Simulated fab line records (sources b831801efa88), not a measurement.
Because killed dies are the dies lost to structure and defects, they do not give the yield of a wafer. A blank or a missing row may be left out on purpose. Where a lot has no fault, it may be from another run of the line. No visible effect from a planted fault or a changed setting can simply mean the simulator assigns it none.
Comparing a struck lot with a sound one + flow sky130 + 43 steps out of a route of 708
Sound: these wafers, L741.3, L741.4, L741.6. Struck: wafers L756.4, L756.6. (L756.3 of the same lot was not struck and is left out.) The cause comes at the end.
For every step that has rows: the tool of each side, followed by ch and its chambers, followed by its first start. Under that, the readings that differ: sound wafers + struck wafers + difference of the means + sigmas: that difference in standard deviations of wafers without a fault.
alike: readings whose means differ by less than 2 such deviations, and words and numbers that are the same on both sides. not compared: withheld readings, readings that some wafer has no value for, bounds like >300 that may hide the same value, and numbers for which the record gives no deviation and whose values overlap.
Wherever a step has rows on one side only, a row that says differs or no value, or a row with sigmas, the two part there. Non-overlapping numbers with no deviation appear without sigmas and do not part them. A reading that every wafer of one side lacks parts them only if that side has two wafers or more.

first, 3 steps without rows for these wafers: SKY_FIELD_ISO_WET_ETCH_30 (etches SiO2 in dHF, target depth 25 nm, time 50 s); SKY_NWELL_CLEAN_00 (cleans in SC1/SC2, time 150 s); SKY_NWELL_OXIDATION_01 (stabilise 600 s, purge 300 s, target thk 10 nm).
SKY_NWELL_THK_MEAS_02:
  sound on film_metro-03 at day 3 21:38; struck on film_metro-02 at day 7 05:52
  alike: NWELL_OXIDATION_THK
then, 8 steps without rows for these wafers: SKY_DNWELL_DEHYDRATE_00 (time 60 s); SKY_DNWELL_HMDS_01 (prime time 60 s); SKY_DNWELL_COAT_02 (resist thk 3000 nm); SKY_DNWELL_SOFTBAKE_03; SKY_DNWELL_EXPOSE_04 (exposes mask DNM, target cd 3000 nm); SKY_DNWELL_PEB_05; SKY_DNWELL_DEVELOP_06 (develop time 60 s); SKY_DNWELL_IMPLANT_07.
SKY_DNWELL_STRIP_08: strips in O2/N2.
  sound on plasma_asher-01 ch 0,1, day 4 14:53; struck on plasma_asher-01 ch 1, day 8 01:39
  alike: drypump_motor_current_A, oes_product_au, strip_time_to_endpoint_s
  not compared: rf_hours_counter_h
SKY_DNWELL_TW_MEAS_09:
  sound on film_metro-03 at day 4 14:59; struck on film_metro-01 at day 8 01:44
  alike: DNWELL_TW
then, 7 steps without rows for these wafers: SKY_PWDE_DEHYDRATE_00 (time 60 s); SKY_PWDE_HMDS_01 (prime time 60 s); SKY_PWDE_COAT_02 (resist thk 3000 nm); SKY_PWDE_SOFTBAKE_03; SKY_PWDE_EXPOSE_04 (exposes mask PWDEM, target cd 840 nm); SKY_PWDE_PEB_05; SKY_PWDE_DEVELOP_06 (develop time 60 s).
SKY_PWDE_OVL_MEAS_07:
  sound on overlay-02 at day 5 08:26; struck on overlay-01 at day 8 21:14
  alike: PWDE_OVL
after that, 1 step had no rows for these wafers: SKY_PWDE_IMPLANT_08.
SKY_PWDE_STRIP_09: strips in O2/N2.
  sound on plasma_asher-03 ch 0,1, day 5 08:38; struck on plasma_asher-01 ch 1, day 8 21:27
  alike: drypump_motor_current_A, oes_product_au, strip_time_to_endpoint_s
  not compared: rf_hours_counter_h
SKY_PWDE_TW_MEAS_10:
  sound on film_metro-02 at day 5 08:43; struck on film_metro-02 at day 8 21:32
  alike: PWDE_TW
then, 7 steps without rows for these wafers: SKY_NWELL_DEHYDRATE_03 (time 60 s); SKY_NWELL_HMDS_04 (prime time 60 s); SKY_NWELL_COAT_05 (resist thk 3000 nm); SKY_NWELL_SOFTBAKE_06; SKY_NWELL_EXPOSE_07 (exposes mask NWM, target cd 840 nm); SKY_NWELL_PEB_08; SKY_NWELL_DEVELOP_09 (develop time 60 s).
SKY_NWELL_OVL_MEAS_10:
  sound on overlay-01 at day 6 02:20; struck on overlay-01 at day 9 18:35
  alike: NWELL_00_OVL
then, 3 steps without rows for these wafers: SKY_NWELL_IMPLANT_11; SKY_NWELL_IMPLANT_12; SKY_NWELL_IMPLANT_13.
SKY_NWELL_STRIP_14: strips in O2/N2.
  sound on plasma_asher-03 ch 0,1, day 6 02:51; struck on plasma_asher-02 ch 0,1, day 9 19:05
  alike: drypump_motor_current_A, oes_product_au, strip_time_to_endpoint_s
  not compared: rf_hours_counter_h
SKY_NWELL_TW_MEAS_15:
  sound on film_metro-01 at day 6 02:56; struck on film_metro-02 at day 9 19:10
  alike: NWELL_TW
then, 4 steps without rows for these wafers: SKY_NWELL_DEHYDRATE_16 (time 60 s); SKY_NWELL_HMDS_17 (prime time 60 s); SKY_NWELL_COAT_18 (resist thk 3000 nm); SKY_NWELL_SOFTBAKE_19.
-- the record jumps here: 41 days lie between the struck wafers' starts before and after (it left off in module NWELL and takes up again in module PAD_OPEN, whose first step shown is number 708 of the route) --
SKY_PAD_OPEN_PROBE_99:
  sound on prober-02 at day 47 11:41; struck on prober-02 at day 50 13:20
| reading             | sound    | struck  | difference | sigmas |
|---------------------|----------|---------|------------|--------|
| killed_at_front_end | 11 10 14 | 64 69   | +55        | +12    |
| killed_dies         | 84 84 88 | 125 123 | +39        | +4     |
  alike: killed_at_M0_to_M3, killed_at_M4_up, killed_at_contacts, killed_at_other, killed_open, killed_short

== WHERE THEY PART ==
At SKY_PAD_OPEN_PROBE_99 and nowhere else, as far as this record goes.

WHY: whatever the simulator had introduced
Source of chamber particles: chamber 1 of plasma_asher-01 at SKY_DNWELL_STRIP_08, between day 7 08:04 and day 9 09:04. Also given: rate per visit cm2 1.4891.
